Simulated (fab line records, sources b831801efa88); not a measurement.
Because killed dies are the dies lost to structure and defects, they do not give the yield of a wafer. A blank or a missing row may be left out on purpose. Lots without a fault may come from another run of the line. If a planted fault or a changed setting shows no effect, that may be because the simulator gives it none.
2 desks looking at one fault    flow sky130    every desk sees just its own numbers, and what lay behind them comes last

## FROM THE METROLOGY DESK
What the gauges read for every lot (on any tool): the sampled wafers with a number, averaged. The brackets show how far a lot's mean lies from the usual mean; more than 4 standard deviations puts the lot out of limits, marked OUT.
Columns: A = NWELL_OXIDATION_THK at SKY_NWELL_THK_MEAS_02, usual 9.96 nm; B = DNWELL_TW at SKY_DNWELL_TW_MEAS_09, usual 1121
lot   first seen here  A      B
L566  day 2 16:26      9.81   1112
L567  day 2 16:26      9.80   1127
L570  day 3 12:42      9.83   1117
L572  day 3 20:02      10.10  1129
L573  day 3 21:51      10.34  1111
L579  day 5 10:49      9.94   1135
L581  day 5 18:57      10.23  1119
L582  day 6 01:10      10.24  1118
L583  day 6 04:52      10.01  1124
L584  day 6 10:23      9.77   1128
L585  day 6 13:35      9.90   1132
L586  day 7 00:58      10.08  1117
L589  day 7 22:04      9.56   1127
Result from this desk: across the 13 lots, nothing is out of limits.

## FOR THE TOOL OWNER'S DESK: litho_track-04
The tool's own readings at SKY_VT_ADJUST_LVTN_SOFTBAKE_14 (time 60 s): means of the sampled wafers that have a number, for each lot that ran on this tool. The brackets show how far a lot's mean lies from the usual mean; more than 4 standard deviations puts the lot out of limits, marked OUT.
Columns: A = exhaust_pa at SKY_VT_ADJUST_LVTN_SOFTBAKE_14, usual 45.1 Pa; B = resist_line_temp_C at SKY_VT_ADJUST_LVTN_SOFTBAKE_14, usual 22.97 C; C = run_length_s at SKY_VT_ADJUST_LVTN_SOFTBAKE_14, usual 89.26 s
lot   first seen here  A     B      C
L567  day 7 10:31      45.1  23.06  89.13
L570  day 8 13:31      44.2  22.99  89.02
L572  day 8 20:26      45.3  23.00  98.50 (+54) OUT
L573  day 8 23:46      46.0  23.01  98.46 (+54) OUT
L582  day 11 16:59     45.3  22.98  89.14
L589  day 14 03:35     45.7  22.94  89.13
Finding of this desk: L572, L573 out of limits; the first was L572 at day 8 20:26, on run_length_s at SKY_VT_ADJUST_LVTN_SOFTBAKE_14. Within limits: L567, L570, L582, L589.

## PUT TOGETHER
On L572, L573, at day 8 20:26, an alarm was possible from the tool owner's desk.
At the metrology desk, nothing out of limits was observed.
The metrology desk has L572, L573 on record, within its limits.
SKY_VT_ADJUST_LVTN_SOFTBAKE_14 was run on litho_track-04 by each of the lots named.

## WHAT THE SIMULATOR HAD INSERTED
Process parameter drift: litho_track-04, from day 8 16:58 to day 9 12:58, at SKY_VT_ADJUST_LVTN_SOFTBAKE_14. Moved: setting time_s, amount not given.
Shown lots that were struck: L572, L573.
Hours from the fault's start to each desk's first reading out of limits: the tool owner's desk, 3.
